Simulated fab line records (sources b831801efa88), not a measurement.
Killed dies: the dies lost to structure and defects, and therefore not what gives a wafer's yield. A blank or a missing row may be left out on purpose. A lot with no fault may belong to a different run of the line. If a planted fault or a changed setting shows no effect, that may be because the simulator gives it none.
Which tool is to blame? + flow sky130 + at 1 step of a route of 708, 11 lots with 33 wafers sampled

## WHAT EACH GAUGE READ, for each wafer
SKY_CONTACT_BOW_MEAS_05.
| lot  | measured     | on            | CONTACT_BOW (um) |
|------|--------------|---------------|------------------|
| L677 | day 32 02:01 | film metro-03 | 78 75 82         |
| L678 | day 32 06:14 | film metro-02 | 77 98 80         |
| L681 | day 32 15:50 | film metro-04 | 86 68 84         |
| L682 | day 32 19:15 | film metro-04 | 79 83 78         |
| L680 | day 32 21:34 | film metro-03 | 81 78 70         |
| L683 | day 33 06:06 | film metro-03 | 79 71 73         |
| L689 | day 35 07:25 | film metro-03 | 88 86 87         |
| L695 | day 36 19:33 | film metro-02 | 73 74 83         |
| L696 | day 36 21:26 | film metro-04 | 87 75 72         |
| L698 | day 37 04:53 | film metro-04 | 87 76 71         |
| L699 | day 37 11:38 | film metro-03 | 68 75 70         |

## WHICH TOOL RAN EACH LOT (tool, then ch and the chambers of the sampled wafers, then the start)
No process step before these readings appears in the record.

## THE ANSWER, worked out from the rows above alone
Rule: the lots themselves supply what counts as usual. Put in order of their means at a reading, lots are off if they are a third of the lots or fewer, leave a main group of 4 or more, and stand apart from it by a gap of 3 or more times the standard deviation of the main group's means; of several such gaps the widest counts. Not used: any main group whose means are identical at the precision the tables above print for the reading. Also off: a lot with no number at a reading for which 4 or more lots have one. Where the step has rows for the other lots, those lots are counted as sound.
None of the lots is off at any reading shown; this tells nothing.

## WHAT WAS PUT IN BY THE SIMULATOR
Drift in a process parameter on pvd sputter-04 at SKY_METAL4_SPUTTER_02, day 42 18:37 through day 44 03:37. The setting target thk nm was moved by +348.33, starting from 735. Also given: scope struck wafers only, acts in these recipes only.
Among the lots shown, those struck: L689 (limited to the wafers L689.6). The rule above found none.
